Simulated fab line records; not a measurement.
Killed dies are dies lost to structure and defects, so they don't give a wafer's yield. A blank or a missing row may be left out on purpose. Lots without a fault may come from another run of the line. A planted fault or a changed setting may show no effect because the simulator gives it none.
What tool caused it? | flow gf180mcu | route of 602 steps, sampled at 1 step: 12 lots, 36 wafers

## WHAT THE GAUGES SHOWED, per wafer
GF_V1_CD_MEAS_14 targets a cd of 260 nm.
lot  | measured     | on        | cd-nm (nm)
L075 | day 19 04:52 | cd-sem-01 | 259.9 260.1 260.2
L077 | day 19 14:36 | cd-sem-02 | 259.1 258.9 258.7
L078 | day 20 00:17 | cd-sem-01 | 260.0 261.0 259.9
L081 | day 20 21:56 | cd-sem-02 | 261.1 262.5 262.0
L083 | day 21 08:28 | cd-sem-02 | 257.9 257.7 257.2
L085 | day 22 12:42 | cd-sem-01 | 259.8 260.3 260.1
L087 | day 23 01:17 | cd-sem-01 | 261.5 262.9 262.4
L089 | day 23 19:27 | cd-sem-01 | 260.7 260.7 260.9
L091 | day 24 11:36 | cd-sem-02 | 259.3 258.9 260.4
L093 | day 25 02:14 | cd-sem-02 | 259.7 260.2 259.5
L095 | day 25 16:02 | cd-sem-02 | 258.7 257.5 258.4
L097 | day 26 03:53 | cd-sem-01 | 262.1 260.4 261.9

## WHICH TOOL RAN EACH LOT (tool, then ch and the chambers of the sampled wafers, then the start)
The record holds no process step before these readings.

## THE ANSWER, worked out from the rows above alone
Rule: what is usual is taken from the lots themselves. Put in order of their means at a reading, lots are off if they are a third of the lots or fewer, leave a main group of 4 or more, and stand apart from it by a gap of 3 or more times the standard deviation of the main group's means; of several such gaps the widest counts. A main group whose means are all the same, to the digits that the tables above print for the reading, isn't used. A lot without any number at a reading at which 4 lots or more have one is off too. Any other lot the step has rows for is counted as sound.
Across all readings shown, no lot is off: no conclusion can be drawn from this.

## WHAT HAD BEEN PUT IN BY THE SIMULATOR
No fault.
